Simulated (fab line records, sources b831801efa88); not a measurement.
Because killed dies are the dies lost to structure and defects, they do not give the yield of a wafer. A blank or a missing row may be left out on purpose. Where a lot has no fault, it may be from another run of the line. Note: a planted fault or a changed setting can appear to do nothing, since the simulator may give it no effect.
Which tool was responsible? | flow gf180mcu | Sampling: 6 lots, 18 wafers, 3 of 602 route steps

== WHAT THE GAUGES READ, wafer by wafer ==
GF_VT_IMPLANT_RS_MEAS_48: the measuring method here is four-point-probe.
lot  | measured     | on            | LVPWELL_RS (ohm/sq)
L845 | day 8 03:23  | film metro-02 | 1198 1194 1196
L848 | day 8 20:01  | film metro-02 | 1195 1199 1193
L850 | day 9 11:47  | film metro-03 | 1198 1196 1197
L859 | day 12 00:26 | film metro-01 | 1125 1126 1123
L862 | day 12 20:26 | film metro-01 | 1196 1193 1193
L866 | day 13 21:50 | film metro-02 | 1195 1194 1196

== EACH LOT AND THE TOOL THAT RAN IT (in order: tool; ch and the chambers of the sampled wafers; start) ==
lot  | GF_STI_STRIP_15                     | GF_LVPWELL_IMPLANT_08
L845 | plasma asher-01 ch 0,1, day 2 13:53 | implanter-04 ch 0, day 4 09:11
L848 | plasma asher-04 ch 0,1, day 3 03:33 | implanter-04 ch 0, day 4 23:38
L850 | plasma asher-01 ch 0,1, day 3 14:50 | implanter-04 ch 0, day 5 12:47
L859 | plasma asher-01 ch 0,1, day 5 12:16 | implanter-02 ch 0, day 7 14:35
L862 | plasma asher-01 ch 1, day 6 03:28   | implanter-01 ch 0, day 8 06:58
L866 | plasma asher-03 ch 0,1, day 6 23:34 | implanter-01 ch 0, day 9 04:43
- GF_STI_STRIP_15: strips in O2/N2.
- GF_LVPWELL_IMPLANT_08

== THE ANSWER, worked out from the rows above alone ==
Rule: usual is defined by the lots themselves. The widest of any qualifying gaps counts: lots, ordered by their means at a reading, are off when they make up no more than a third of the lots, leave a main group of 4 or more, and stand apart from it by 3 or more times the standard deviation of that group's means. If all means in a main group match to the digits the tables above print for the reading, that group is not used. A lot without any number at a reading at which 4 lots or more have one is off too. The other lots that the step has rows for count as sound.
Off: L859, at GF_VT_IMPLANT_RS_MEAS_48 (LVPWELL_RS). Mean 1196 ohm/sq and standard deviation 1 in the main group.
A tool fits if, at a process step before that reading, it ran every lot that is off, and no sound lot after the first of them. The gauges at GF_VT_IMPLANT_RS_MEAS_48 are tried like those tools. One fits: implanter-02 at GF_LVPWELL_IMPLANT_08. It ran no sound lot before its first lot that is off in this sample, so the start can't be narrowed down.

== WHAT THE SIMULATOR HAD INSERTED ==
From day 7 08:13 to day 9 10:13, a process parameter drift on implanter-02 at GF_LVPWELL_IMPLANT_08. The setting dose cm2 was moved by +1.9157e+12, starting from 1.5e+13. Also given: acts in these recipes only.
Lots struck among those shown: L859. The rule above found the same.
